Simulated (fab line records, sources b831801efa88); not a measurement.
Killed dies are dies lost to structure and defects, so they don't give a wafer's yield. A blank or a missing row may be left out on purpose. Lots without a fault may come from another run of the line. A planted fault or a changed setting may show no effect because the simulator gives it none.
Chamber matching | flow sky130 | SKY_CONTACT_CMP_04 on cmp-02: 4 sister chambers
The step polishes SiO2. 8 wafers are shown with their chamber, then 7 later ones without.

WAFERS WITH THEIR CHAMBER
wafer  | chamber | motor_current_A (A) | time_to_endpoint_s (s)
L622.5 | 2       | 15.7                | 78
L636.3 | 3       | 13.9                | 82
L636.4 | 0       | 11.8                | 78
L639.2 | 1       | 10.4                | 87
L639.4 | 3       | 14.4                | 87
L639.6 | 0       | 11.8                | 81
L641.1 | 1       | 10.4                | 93
L641.2 | 2       | 15.8                | 90

WAFERS WITHOUT THEIR CHAMBER
wafer  | motor_current_A (A) | time_to_endpoint_s (s)
L641.6 | 15.3                | 91
L643.1 | 10.7                | 86
L643.3 | 12.9                | 87
L643.5 | 11.9                | 80
L644.1 | 10.2                | 87
L644.5 | 11.4                | 80
L644.6 | 13.8                | 82

WHICH CHAMBER EACH WENT THROUGH
wafer  | from the rows above     | in truth
L641.6 | 2                       | 2
L643.1 | 1                       | 1
L643.3 | can't be placed: 0 or 3 | 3
L643.5 | 0                       | 0
L644.1 | 1                       | 1
L644.5 | 0                       | 0
L644.6 | 3                       | 3
Placed correctly: 6 of 7. Can't be placed from these rows: 1 (the true chamber is among the candidates in 1). Placed wrongly: 0.
How it was worked out, from the rows above alone: a wafer's distance from a chamber is the root of the sum, over the readings, of the square of ((its reading less the chamber's mean) divided by the reading's scatter). The wafer belongs to the nearest chamber; if the next one is less than 2 further off, it can't be placed. A chamber's mean is the mean of its shown wafers. The scatter: the root of (the sum of the squares of (reading less its chamber's mean) over the shown wafers, divided by (wafers less chambers)).
